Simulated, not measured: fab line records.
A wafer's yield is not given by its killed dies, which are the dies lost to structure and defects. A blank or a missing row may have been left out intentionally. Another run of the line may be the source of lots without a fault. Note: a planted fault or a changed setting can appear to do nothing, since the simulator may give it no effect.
Split-lot trial    flow gf180mcu    5 lots, 23 wafers read, on a route of 602 steps

SPLIT DETAILS
At GF_V4_CVD_00 (deposits SiO2, target thk 600 nm, time 100 s), the setting sih4 flow sccm was moved away from the recipe's 60 sccm on 7 of the 23 wafers read, by -9.9% to +6.8%. All remaining wafers had this setting at the recipe value.

Split to reading: the file shows no intervening step.

THE READING
At GF_V4_THK_MEAS_01: V4_CVD_00_THK, given in nm. Typical for fault-free wafers on this fab line: 603 nm, with standard deviation 5.8 nm.

wafer   tool, chamber at the split  sih4 flow sccm as run, sccm  against the recipe  V4_CVD_00_THK, nm  against lot-mates on the recipe
L074.1  hdpcvd-01, 0                60                           recipe              612                -
L074.2  hdpcvd-01, 1                60                           recipe              605                -
L074.3  hdpcvd-01, 2                60                           recipe              603                -
L074.4  hdpcvd-01, 1                60                           recipe              604                -
L074.5  hdpcvd-01, 0                60                           recipe              599                -
L075.2  hdpcvd-02, 2                60                           recipe              594                -
L075.3  hdpcvd-02, 1                64.09                        +6.8%               637                +40
L075.4  hdpcvd-02, 0                64.09                        +6.8%               644                +47
L075.5  hdpcvd-02, 2                60                           recipe              596                -
L075.6  hdpcvd-02, 1                60                           recipe              600                -
L082.1  hdpcvd-02, 1                55.84                        -6.9%               566                -36
L082.2  hdpcvd-02, 2                55.84                        -6.9%               570                -32
L082.3  hdpcvd-02, 0                60                           recipe              600                -
L082.4  hdpcvd-02, 0                60                           recipe              601                -
L082.5  hdpcvd-02, 1                60                           recipe              605                -
L084.1  hdpcvd-01, 1                60                           recipe              608                -
L084.2  hdpcvd-01, 2                54.07                        -9.9%               543                -65
L084.4  hdpcvd-01, 1                60                           recipe              608                -
L084.5  hdpcvd-01, 0                54.07                        -9.9%               558                -50
L084.6  hdpcvd-01, 2                54.07                        -9.9%               553                -55
L085.1  hdpcvd-01, 2                60                           recipe              601                -
L085.3  hdpcvd-01, 0                60                           recipe              603                -
L085.5  hdpcvd-01, 0                60                           recipe              616                -

FIT RESULTS
A straight line over all 23 wafers: V4_CVD_00_THK changes by +5.28 nm for each +1% of sih4 flow sccm; r = +0.98; the points scatter about the line by 5.5 nm.
The same after taking each lot's own level away (the mean of its wafers on the recipe; 23 wafers): +5.76 nm for each +1%; r = +0.98; scatter 4.9 nm.
Per that fit: largest sih4 flow sccm move, reading shift of 57 nm.
The lots' own levels span 596.7 to 608.0 nm, that is 2.0 times the standard deviation above.
The two slopes are in agreement: the lot-to-lot level therefore moves the slope only a little.
Check: for one of the wafers moved furthest among these (-9.9%), held out of the fit, the line's prediction against its lot-mates is -53.6 nm. Against them it came out at -65 nm.

ADDITIONAL SPLITS CARRIED BY THESE WAFERS
These wafers also went through other splits before the reading. Each is held against what the fit with the lots' levels taken away leaves over:
other split on the same wafers  wafers away from the commonest value  r with V4_CVD_00_THK (lot level and that fit taken away)
GF_M4_COAT_09 resist thk nm     8                                     +0.03

THE WHOLE CHAIN: every reading that the file lists as answering this split, in the file's order
step               what it does                                  reading                                                                    change (the file's fit)               r (the file's)
GF_V4_CVD_00       deposits SiO2, target thk 600 nm, time 100 s  SiO2_of_V4_CVD_00.thk nm (the simulator's own value, which no gauge read)  +5.69 nm for each +1% of the setting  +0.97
GF_V4_THK_MEAS_01                                                V4_CVD_00_THK                                                              +5.7 for each +1% of the setting      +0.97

FILE'S OWN FIT
V4_CVD_00_THK changes by +5.7 nm for each +1% of sih4 flow sccm, r = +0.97.
